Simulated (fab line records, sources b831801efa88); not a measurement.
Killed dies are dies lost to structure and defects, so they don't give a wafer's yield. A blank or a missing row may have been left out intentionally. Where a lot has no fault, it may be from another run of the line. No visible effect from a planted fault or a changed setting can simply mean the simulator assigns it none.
Which tool is to blame? | flow sky130 | 6 lots, 18 wafers sampled, at 2 steps of a route of 708

## WHAT EACH GAUGE READ, for each wafer
SKY_VIA1_THK_MEAS_01.
lot  | measured     | on            | VIA1_HDPCVD_THK (nm)
L353 | day 30 17:31 | film_metro-04 | 1008 1017 1022
L358 | day 31 20:08 | film_metro-01 | 1017 1036 1021
L365 | day 33 22:00 | film_metro-01 | 1041 1025 1029
L370 | day 43 01:34 | film_metro-01 | 1000 1023 1012
L373 | day 43 03:48 | film_metro-02 | 1026 1031 1010
L375 | day 43 05:59 | film_metro-01 | 1035 1020 1022

## EACH LOT AND THE TOOL THAT RAN IT (in order: tool; ch and the chambers of the sampled wafers; start)
lot  | SKY_METAL1_DESCUM_17
L353 | rie_metal-04 ch 1, day 30 16:35
L358 | rie_metal-03 ch 0,1, day 31 19:14
L365 | rie_metal-03 ch 0,1, day 33 21:04
L370 | rie_metal-02 ch 0,1, day 43 00:37
L373 | rie_metal-03 ch 0,1, day 43 02:53
L375 | rie_metal-03 ch 0, day 43 04:38
- SKY_METAL1_DESCUM_17: chemistry O2, time 8 s.

## THE ANSWER, worked out from the rows above alone
Rule: the lots themselves supply what counts as usual. The widest of any qualifying gaps counts: lots, ordered by their means at a reading, are off when they make up no more than a third of the lots, leave a main group of 4 or more, and stand apart from it by 3 or more times the standard deviation of that group's means. If all means in a main group match to the digits the tables above print for the reading, that group is not used. Also off: a lot with no number at a reading for which 4 or more lots have one. Where the step has rows for the other lots, those lots are counted as sound.
Across all readings shown, no lot is off: no conclusion can be drawn from this.

## WHAT THE SIMULATOR HAD PUT IN
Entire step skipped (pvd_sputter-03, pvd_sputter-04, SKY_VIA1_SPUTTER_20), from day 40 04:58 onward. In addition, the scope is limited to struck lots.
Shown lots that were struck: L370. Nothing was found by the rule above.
